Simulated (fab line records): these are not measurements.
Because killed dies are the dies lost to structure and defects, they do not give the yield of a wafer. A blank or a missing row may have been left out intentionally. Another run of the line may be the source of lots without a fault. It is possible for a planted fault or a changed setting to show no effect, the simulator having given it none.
fab line records	flow gf180mcu
record: lots: 7	wafers: 21	last-day: 33
route steps=602 shown CONTACT@305 M1@315
lots that met no fault: taken from a fault-free run of the same line
start-h: hours from the record's first day to the start of the lot's first wafer shown	wait-h: hours elapsed since this lot's preceding step	" unchanged from the row above	L1.1+2: a row that stands for several wafers	- value missing, or start not given	* or withheld: withheld	< > ~ a bound
route shown NAME@n: a module of which the file shows steps, and the number in the route of the first	usual: mean/standard deviation of fault-free wafers	same: alike in all rows	chamber/n: place in a boat	sites: the reading at each site	_std_site: standard deviation of those values	_edge_site: mean of outer sites minus mean of inner sites	radius-mm: for every site, how far away it sits from the centre of the wafer	mask NAME#n: copy n	behind: the most recent tool/chamber to have shaped the wafer	hold: the reason the lot was held/the length of the hold in hours/how it ended	device: whichever transistor did not switch (one of n, p or np)	end of line: at the end of the route, the tests of the same wafers	a step with no rows: only its recipe	killed: the dies lost at the first sort to structure and to defects; this is not the yield of the wafer	map: shows each die of a wafer: x if killed, . if not, _ if none is there
set.NAME: the setting that was run; set.NAME@STEP: the one run at that earlier step	model.NAME: the simulator's own value behind a step, which no gauge read
lots at some steps of the route; a table a step, a row a wafer
services: the hour from which a tool's chamber was out of use, counted from the record's first day as start-h (under 0 if before that day), plus the number of hours and why
== steps ==
step: GF_CONTACT_STRIP_18
recipe: chemistry: O2/N2	power-w: 1400	pressure-mtorr: 1500	platen-temp-c: 250	o2-flow-sccm: 3000	n2-flow-sccm: 300	overash-fraction: 0.5
step: GF_CONTACT_CLEAN_19
recipe: chemistry: SPM
step: GF_CONTACT_CLEAN_20
recipe: chemistry: DIW
step: GF_CONTACT_CLEAN_21
recipe: chemistry: dHF	time-s: 20	dilution: 100:1	dry: ipa-marangoni
step: GF_CONTACT_SPUTTER_22
recipe: material: Ti	target-thk-nm: 15	chamber-pressure-pa: 5	power-w: 2500	substrate-temp-c: 200	time-s: 80.02
step: GF_CONTACT_SPUTTER_23
recipe: material: TiN	target-thk-nm: 10	chamber-pressure-pa: 5	power-w: 4000	time-s: 40
usual: cathode-dc-power-W: 3999.9/0.71	chamber-pressure-pa: 5.001/0.0098	throttle-valve-pct: 30.0/1.4
lot.wafer	tool	chamber	start-h	wait-h	cathode-dc-power-W	chamber-pressure-pa	throttle-valve-pct
L307.1	pvd-sputter-04	-	378.71	0.0	4000.1	5.004	29.7
L307.3	"	-	"	"	3998.8	4.980	29.1
L307.6	"	-	"	"	4000.6	5.002	32.4
L308.1	pvd-sputter-01	-	386.32	0.0	4000.2	5.003	28.7
L308.3	"	-	"	"	3999.7	4.998	29.5
L308.6	"	-	"	"	3999.1	4.999	29.2
L309.2	pvd-sputter-04	-	390.91	0.0	4000.0	5.018	29.1
L309.3	"	-	"	"	4000.2	5.012	29.8
L309.5	"	-	"	"	3999.6	5.010	29.8
L310.1	pvd-sputter-04	-	404.47	0.0	3999.3	4.992	32.6
L310.4	"	-	"	"	4000.9	4.992	28.9
L310.5	"	-	"	"	4000.6	4.997	29.1
L318.2	pvd-sputter-04	-	487.91	0.0	4000.4	4.997	29.2
L318.5	"	-	"	"	3999.1	4.998	32.5
L318.6	"	-	"	"	3999.6	5.005	29.1
L320.1	pvd-sputter-04	-	508.97	0.0	4000.0	4.993	32.5
L320.4	"	-	"	"	3999.1	5.004	29.2
L320.5	"	-	"	"	3999.7	5.005	29.5
L322.1	pvd-sputter-04	-	511.56	0.0	3999.0	4.997	32.5
L322.5	"	-	"	"	3999.5	4.990	29.2
L322.6	"	-	"	"	3999.4	5.012	32.4
step: GF_CONTACT_CVD_24
recipe: material: W	target-thk-nm: 300	time-s: 90.339	temp-c: 400	pressure-torr: 40
usual: chamber-pressure-Torr: 39.99/0.09	heater-power-w: 849/37
lot.wafer	tool	chamber	start-h	wait-h	chamber-pressure-Torr	heater-power-w
L307.1	cvd-w-02	0	378.75	0.0	39.84	769
L307.3	"	1	"	"	39.91	881
L307.6	"	0	"	"	39.94	796
L308.1	cvd-w-02	1	386.36	0.0	40.07	877
L308.3	"	1	"	"	40.04	903
L308.6	"	1	"	"	40.06	885
L309.2	cvd-w-02	1	390.95	0.0	40.01	866
L309.3	"	0	"	"	39.97	790
L309.5	"	1	"	"	39.92	861
L310.1	cvd-w-01	0	404.51	0.0	39.92	853
L310.4	"	1	"	"	39.98	858
L310.5	"	0	"	"	39.88	866
L318.2	cvd-w-02	0	487.95	0.0	40.11	823
L318.5	"	0	"	"	40.10	799
L318.6	"	1	"	"	40.01	906
L320.1	cvd-w-02	1	509.01	0.0	39.95	898
L320.4	"	0	"	"	39.90	781
L320.5	"	1	"	"	39.92	893
L322.1	cvd-w-02	1	511.60	0.0	40.07	884
L322.5	"	1	"	"	40.02	879
L322.6	"	0	"	"	40.09	763
step: GF_CONTACT_RS_MEAS_25
recipe: thk-meas-gauge: four-point-probe	reads: W_of_CONTACT_CVD_24+TiN_of_CONTACT_SPUTTER_23+Ti_of_CONTACT_SPUTTER_22
usual: CONTACT_W_RS: 0.383/0.0056
lot.wafer	tool	chamber	start-h	wait-h	CONTACT_W_RS[ohm/sq]
L307.1	film-metro-01	-	378.85	0.1	0.378
L307.3	"	-	"	"	0.389
L307.6	"	-	"	"	0.374
L308.1	film-metro-03	-	386.46	0.1	0.385
L308.3	"	-	"	"	0.378
L308.6	"	-	"	"	0.386
L309.2	film-metro-03	-	391.07	0.1	0.382
L309.3	"	-	"	"	0.368
L309.5	"	-	"	"	0.379
L310.1	film-metro-02	-	404.61	0.1	0.392
L310.4	"	-	"	"	0.387
L310.5	"	-	"	"	0.392
L318.2	film-metro-01	-	488.07	0.1	0.373
L318.5	"	-	"	"	0.374
L318.6	"	-	"	"	0.385
L320.1	film-metro-02	-	509.11	0.1	0.387
L320.4	"	-	"	"	0.374
L320.5	"	-	"	"	0.389
L322.1	film-metro-03	-	511.70	0.1	0.386
L322.5	"	-	"	"	0.386
L322.6	"	-	"	"	0.379
step: GF_CONTACT_THK_MEAS_26
recipe: thk-meas-gauge: xrf	reads: W_of_CONTACT_CVD_24
usual: CONTACT_W_THK: 297/4.5
lot.wafer	tool	chamber	start-h	wait-h	CONTACT_W_THK[nm]
L307.1	film-metro-01	-	378.97	0.1	298
L307.3	"	-	"	"	290
L307.6	"	-	"	"	301
L308.1	film-metro-03	-	386.58	0.1	293
L308.3	"	-	"	"	298
L308.6	"	-	"	"	292
L309.2	film-metro-03	-	391.18	0.1	296
L309.3	"	-	"	"	306
L309.5	"	-	"	"	297
L310.1	film-metro-02	-	404.73	0.1	294
L310.4	"	-	"	"	298
L310.5	"	-	"	"	294
L318.2	film-metro-01	-	488.18	0.1	303
L318.5	"	-	"	"	303
L318.6	"	-	"	"	294
L320.1	film-metro-02	-	509.23	0.1	296
L320.4	"	-	"	"	306
L320.5	"	-	"	"	294
L322.1	film-metro-03	-	511.82	0.1	294
L322.5	"	-	"	"	295
L322.6	"	-	"	"	300
step: GF_CONTACT_CMP_27
recipe: stop-on: SiO2	down-force-psi: 3.5	platen-rpm: 60	t-overpolish-s: 15	target-thk-nm: 0	pad-velocity-m-s: 0.94248
step: GF_M1_SPUTTER_00
recipe: material: Ti	target-thk-nm: 37.5	arriving-ion-energy-ev: 80	substrate-temp-c: 200	chamber-pressure-pa: 2	power-w: 4000	time-s: 150
step: GF_M1_SPUTTER_01
recipe: material: TiN	target-thk-nm: 30	power-w: 6500	time-s: 25	chamber-pressure-pa: 0.4
usual: cathode-dc-power-W: 6500.0/1.1	chamber-pressure-pa: 0.4000/0.00081	throttle-valve-pct: 29.9/1.1
lot.wafer	tool	chamber	start-h	wait-h	cathode-dc-power-W	chamber-pressure-pa	throttle-valve-pct
L307.1	pvd-sputter-01	-	379.43	0.1	6499.8	0.4009	27.8
L307.3	"	-	"	"	6499.5	0.4002	29.5
L307.6	"	-	"	"	6501.9	0.4010	28.8
L308.1	pvd-sputter-01	-	387.04	0.1	6499.5	0.4011	30.4
L308.3	"	-	"	"	6499.3	0.3995	28.7
L308.6	"	-	"	"	6500.6	0.4002	27.9
L309.2	pvd-sputter-02	-	391.63	0.1	6500.1	0.4002	30.4
L309.3	"	-	"	"	6500.7	0.3998	28.7
L309.5	"	-	"	"	6497.8	0.3998	30.8
L310.1	pvd-sputter-02	-	405.19	0.1	6501.2	0.3986	30.7
L310.4	"	-	"	"	6500.4	0.4016	30.0
L310.5	"	-	"	"	6499.9	0.3992	30.5
L318.2	pvd-sputter-01	-	488.63	0.1	6499.0	0.4004	30.5
L318.5	"	-	"	"	6498.0	0.4006	29.3
L318.6	"	-	"	"	6501.1	0.3997	30.4
L320.1	pvd-sputter-03	-	509.69	0.1	6499.0	0.3991	31.6
L320.4	"	-	"	"	6500.7	0.4002	30.7
L320.5	"	-	"	"	6499.6	0.3974	29.9
L322.1	pvd-sputter-01	-	512.36	0.1	6500.8	0.4003	29.6
L322.5	"	-	"	"	6499.3	0.4005	30.5
L322.6	"	-	"	"	6501.6	0.4002	28.8
step: GF_M1_SPUTTER_02
recipe: material: AlCu	target-thk-nm: 450	power-w: 10600	time-s: 23.9	chamber-pressure-pa: 0.4
usual: cathode-dc-power-W: 10600/1.9	chamber-pressure-pa: 0.4000/0.0008	throttle-valve-pct: 29.9/1.1
lot.wafer	tool	chamber	start-h	wait-h	cathode-dc-power-W	chamber-pressure-pa	throttle-valve-pct
L307.1	pvd-sputter-01	-	379.46	0.0	10600	0.4000	27.6
L307.3	"	-	"	"	10598	0.4002	29.7
L307.6	"	-	"	"	10598	0.3997	28.9
L308.1	pvd-sputter-01	-	387.07	0.0	-	-	-
L308.3	"	-	"	"	-	-	-
L308.6	"	-	"	"	-	-	-
L309.2	pvd-sputter-02	-	391.66	0.0	-	-	-
L309.3	"	-	"	"	-	-	-
L309.5	"	-	"	"	-	-	-
L310.1	pvd-sputter-02	-	405.22	0.0	-	-	-
L310.4	"	-	"	"	-	-	-
L310.5	"	-	"	"	-	-	-
L318.2	pvd-sputter-01	-	488.66	0.0	10600	0.3998	30.6
L318.5	"	-	"	"	10602	0.3999	29.1
L318.6	"	-	"	"	10600	0.3992	30.2
L320.1	pvd-sputter-03	-	509.72	0.0	10601	0.3995	31.8
L320.4	"	-	"	"	10599	0.4005	30.5
L320.5	"	-	"	"	10598	0.3979	29.9
L322.1	pvd-sputter-01	-	512.39	0.0	10605	0.4019	29.0
L322.5	"	-	"	"	10600	0.4008	30.4
L322.6	"	-	"	"	10601	0.3987	28.8
step: GF_M1_SPUTTER_03
recipe: material: Ti	target-thk-nm: 10	substrate-temp-c: 300	chamber-pressure-pa: 0.3	power-w: 3000	time-s: 6.7
usual: cathode-dc-power-W: 3000.0/0.57	chamber-pressure-pa: 0.3000/0.0006	throttle-valve-pct: 29.9/1.1
lot.wafer	tool	chamber	start-h	wait-h	cathode-dc-power-W	chamber-pressure-pa	throttle-valve-pct
L307.1	pvd-sputter-01	-	379.49	0.0	2999.5	0.3000	27.8
L307.3	"	-	"	"	2999.6	0.2996	29.3
L307.6	"	-	"	"	2999.6	0.2994	28.7
L308.1	pvd-sputter-01	-	387.10	0.0	3000.5	0.2989	30.4
L308.3	"	-	"	"	3000.3	0.3009	28.8
L308.6	"	-	"	"	2999.9	0.3000	27.7
L309.2	pvd-sputter-02	-	391.69	0.0	2999.8	0.2990	30.3
L309.3	"	-	"	"	3000.6	0.2998	28.5
L309.5	"	-	"	"	2999.8	0.3010	30.7
L310.1	pvd-sputter-02	-	405.25	0.0	2999.8	0.2997	30.7
L310.4	"	-	"	"	2999.4	0.3001	30.1
L310.5	"	-	"	"	3000.0	0.3002	30.6
L318.2	pvd-sputter-01	-	488.69	0.0	3000.3	0.3007	30.5
L318.5	"	-	"	"	2999.0	0.3004	29.2
L318.6	"	-	"	"	2999.8	0.2995	30.5
L320.1	pvd-sputter-03	-	509.75	0.0	3000.1	0.3009	31.8
L320.4	"	-	"	"	3000.5	0.2995	30.8
L320.5	"	-	"	"	3000.7	0.3009	29.8
L322.1	pvd-sputter-01	-	512.42	0.0	3000.8	0.3000	29.3
L322.5	"	-	"	"	3000.0	0.2997	30.4
L322.6	"	-	"	"	3000.2	0.2998	28.9
step: GF_M1_SPUTTER_04
recipe: material: TiN	target-thk-nm: 50	power-w: 6500	time-s: 41.7	chamber-pressure-pa: 0.4
usual: cathode-dc-power-W: 6499.8/1.3	chamber-pressure-pa: 0.4000/0.00075	throttle-valve-pct: 29.9/1.1
lot.wafer	tool	chamber	start-h	wait-h	cathode-dc-power-W	chamber-pressure-pa	throttle-valve-pct
L307.1	pvd-sputter-01	-	379.51	0.0	6502.6	0.3998	28.0
L307.3	"	-	"	"	6498.5	0.4014	29.4
L307.6	"	-	"	"	6499.8	0.3998	28.7
L308.1	pvd-sputter-01	-	387.12	0.0	6500.3	0.3986	30.6
L308.3	"	-	"	"	6501.7	0.3996	28.6
L308.6	"	-	"	"	6500.7	0.3992	27.8
L309.2	pvd-sputter-02	-	391.71	0.0	6499.9	0.4007	30.2
L309.3	"	-	"	"	6500.4	0.4000	28.6
L309.5	"	-	"	"	6498.0	0.3988	30.9
L310.1	pvd-sputter-02	-	405.27	0.0	6501.3	0.4008	30.8
L310.4	"	-	"	"	6500.9	0.4017	30.1
L310.5	"	-	"	"	6497.4	0.3998	30.9
L318.2	pvd-sputter-01	-	488.71	0.0	6499.9	0.3999	30.5
L318.5	"	-	"	"	6497.6	0.4005	29.1
L318.6	"	-	"	"	6498.1	0.4000	30.5
L320.1	pvd-sputter-03	-	509.77	0.0	6498.7	0.3991	31.7
L320.4	"	-	"	"	6501.6	0.3997	30.3
L320.5	"	-	"	"	6500.5	0.4000	29.8
L322.1	pvd-sputter-01	-	512.44	0.0	6499.8	0.4002	29.3
L322.5	"	-	"	"	6500.3	0.3992	30.5
L322.6	"	-	"	"	6500.3	0.3995	28.6
step: GF_M1_RS_MEAS_05
recipe: thk-meas-gauge: four-point-probe	reads: TiN_of_M1_SPUTTER_04+Ti_of_M1_SPUTTER_03+AlCu_of_M1_SPUTTER_02+TiN_of_M1_SPUTTER_01+Ti_of_M1_SPUTTER_00
usual: M1_ALCU_RS: 0.0693/0.00067
lot.wafer	tool	chamber	start-h	wait-h	M1_ALCU_RS[ohm/sq]
L307.1	film-metro-01	-	379.55	0.0	0.0681
L307.3	"	-	"	"	0.0684
L307.6	"	-	"	"	0.0684
L308.1	film-metro-04	-	387.16	0.0	7.0833
L308.3	"	-	"	"	7.0855
L308.6	"	-	"	"	7.1468
L309.2	film-metro-01	-	391.77	0.0	7.2156
L309.3	"	-	"	"	7.2267
L309.5	"	-	"	"	7.1619
L310.1	film-metro-04	-	405.31	0.0	7.0999
L310.4	"	-	"	"	7.1253
L310.5	"	-	"	"	7.1252
L318.2	film-metro-01	-	488.77	0.0	0.0693
L318.5	"	-	"	"	0.0693
L318.6	"	-	"	"	0.0690
L320.1	film-metro-01	-	509.81	0.0	0.0690
L320.4	"	-	"	"	0.0696
L320.5	"	-	"	"	0.0694
L322.1	film-metro-01	-	512.48	0.0	0.0685
L322.5	"	-	"	"	0.0683
L322.6	"	-	"	"	0.0687
step: GF_M1_THK_MEAS_06
recipe: thk-meas-gauge: xrf	reads: AlCu_of_M1_SPUTTER_02
usual: M1_ALCU_THK: 454/5
lot.wafer	tool	chamber	start-h	wait-h	M1_ALCU_THK[nm]
L307.1	film-metro-01	-	379.67	0.1	462
L307.3	"	-	"	"	460
L307.6	"	-	"	"	459
L308.1	film-metro-04	-	387.28	0.1	<0
L308.3	"	-	"	"	<0
L308.6	"	-	"	"	<0
L309.2	film-metro-01	-	391.88	0.1	<0
L309.3	"	-	"	"	<0
L309.5	"	-	"	"	<0
L310.1	film-metro-04	-	405.43	0.1	<0
L310.4	"	-	"	"	<0
L310.5	"	-	"	"	<0
L318.2	film-metro-01	-	488.88	0.1	455
L318.5	"	-	"	"	454
L318.6	"	-	"	"	457
L320.1	film-metro-01	-	509.93	0.1	456
L320.4	"	-	"	"	453
L320.5	"	-	"	"	453
L322.1	film-metro-01	-	512.60	0.1	458
L322.5	"	-	"	"	461
L322.6	"	-	"	"	459
step: GF_M1_DEHYDRATE_07
recipe: temp-c: 200	time-s: 60
== services ==
tool	chamber	start-h	hours	kind
cvd-w-02	1	362.86	1.4	repair
cvd-w-02	-	381.22	0.8	repair
cvd-w-01	-	390.00	14.0	pm
cvd-w-01	0	390.00	14.0	vent-cycle
cvd-w-01	1	390.00	14.0	vent-cycle
pvd-sputter-01	-	397.90	5.5	repair
cvd-w-01	0	404.00	-	clean
cvd-w-01	1	404.00	-	clean
pvd-sputter-01	-	412.35	1.8	repair
pvd-sputter-01	1	416.37	-	consumable-replace:kit
pvd-sputter-01	1	416.37	18.0	scheduled-down
pvd-sputter-01	1	416.37	18.0	vent-cycle
pvd-sputter-02	0	419.84	-	consumable-replace:kit
pvd-sputter-02	0	419.84	18.0	scheduled-down
pvd-sputter-02	0	419.84	18.0	vent-cycle
pvd-sputter-03	0	425.26	-	consumable-replace:kit
pvd-sputter-03	0	425.26	18.0	scheduled-down
pvd-sputter-03	0	425.26	18.0	vent-cycle
cvd-w-01	-	448.26	2.8	pm
== key ==
first-sign: step: GF_M1_SPUTTER_02	reading: tool-record	direction: missing
effect: step: GF_M1_RS_MEAS_05	reading: M1_ALCU_RS	direction: up	sigmas: 99+	usual: 0.0693	struck: 7.1411
effect: step: GF_M1_THK_MEAS_06	reading: M1_ALCU_THK	direction: down	sigmas: 91	usual: 454	struck: <0
met-at GF_M1_SPUTTER_02
struck-wafers L308.1,L308.3,L308.6,L309.2,L309.3,L309.5,L310.1,L310.4,L310.5
later-rows-left-out L308.1,L308.3,L308.6,L309.2,L309.3,L309.5,L310.1,L310.4,L310.5
sort-left-out L308.1,L308.3,L308.6,L309.2,L309.3,L309.5,L310.1,L310.4,L310.5
onset-between 379.46 387.07
fault: kind: skipped-step-whole	tool: pvd-sputter-01,pvd-sputter-02	chamber: -	onset-h: 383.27	steps: GF_M1_SPUTTER_02	scope: struck-lots-only
sort-left-out: the simulated sort isn't trusted on such a fault, so these wafers' sort isn't shown, and their yield isn't known
later-rows-left-out: the simulator's readings of these wafers behind a module that went badly wrong aren't trusted and aren't shown, but for the sort
